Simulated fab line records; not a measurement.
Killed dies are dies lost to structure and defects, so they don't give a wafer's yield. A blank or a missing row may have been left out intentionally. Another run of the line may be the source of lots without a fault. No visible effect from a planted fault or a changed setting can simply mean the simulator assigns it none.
Problem report, 8D (eight disciplines) form, completed by code :: flow sky130 :: the parts of the form that need people (team, actions taken, sign-off) are left out

1. THE PROBLEM
Wafers without a fault read 36.97 s, standard deviation 0.12; strip-time-to-endpoint-s at SKY_VT_ADJUST_LVTN_STRIP_09 reads a mean of 38.06 s on 6 wafers belonging to 2 lots. Measured from the usual mean, that is +9.1 standard deviations.
The step: strips in O2/N2.
The first sign was on wafer L403.1 at day 8 22:08, on plasma-asher-04. At this step, 33 wafers from 11 lots have a number in the record. Rule for "out", or "out of limits": more than 4 standard deviations from the usual mean. The rest of the wafers with a number are treated as sound.

2. WHAT IT IS AND WHAT IT IS NOT
question: which readings at this step
is: strip-time-to-endpoint-s
is not: drypump-motor-current-A

question: which lots
is: L403, L407
is not: L397, L398, L399, L412, L413, L415, L417, L418, L419

question: which wafers of those lots
is: all that have a number
is not: -

question: read on which tools
is: plasma-asher-03, plasma-asher-04
is not: plasma-asher-02

question: when
is: from day 8 22:08
is not: up to then (9 sound wafers); but 18 sound wafers of L412, L413, L415, L417, L418, L419 came after

3. WHAT RULES OUT EACH SUSPECT
Counting: a tool stays on the suspect list if, at a process step up to the reading, it processed all lots that are out and no sound lot following the first of them.
- cmp-02 at SKY_FIELD_ISO_CMP_27 (polishes, stops on Si3N4, t overpolish 16 s, target thk 457.8 nm): ruled out as a lasting fault. After its first lot that is out, L403 (day 3 23:58), sound lots L412, L413, L417 ran on it.
- litho-track-03 at SKY_VT_ADJUST_LVTN_COAT_02 (resist thk 3000 nm): ruled out as a lasting fault. After its first lot that is out, L403 (day 8 10:13), sound lots L419 ran on it.
Left after counting: nothing in the record.

4. THE CAUSE (what the simulator had put in)
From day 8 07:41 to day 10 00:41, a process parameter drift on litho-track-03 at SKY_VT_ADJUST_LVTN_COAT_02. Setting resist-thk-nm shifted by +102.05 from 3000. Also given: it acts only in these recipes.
Counting ruled it out, wrongly: the rule takes a fault to strike every lot that its tool runs from its start on, and this one did not.

5. THE EFFECT CHAIN, in route order
Each row: a reading where the mean over the struck wafers with a number is more than 3 standard deviations away from the usual. Readings are gone through only where the record gives a usual standard deviation; hours: the median, over the lots, of the time from a lot's start at the first step in this table giving one to that lot's start at this step; sigmas: the change measured in usual standard deviations.
hours: 0
step: SKY_VT_ADJUST_LVTN_STRIP_09
reading: strip-time-to-endpoint-s
usual: 36.97 s
on struck wafers: 38.06
change: +1.09
sigmas: +9.1
It contains these process steps:
- SKY_VT_ADJUST_LVTN_STRIP_09: strips in O2/N2.
At these later measuring or inspecting steps, every struck wafer for which the step has a row has a number for every such reading, and none has moved that far: SKY_VT_ADJUST_NCORE_OVL_MEAS_08.

6. WHAT WOULD HAVE CAUGHT IT SOONER
14 hours passed between the start of the fault at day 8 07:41 and the first reading out of limits in this record, taken at day 8 22:08.
An alarm limit of 4 standard deviations would not have fired on the tool readings at SKY_VT_ADJUST_LVTN_COAT_02 for which the record gives a usual standard deviation, since none of them was out on any struck wafer.
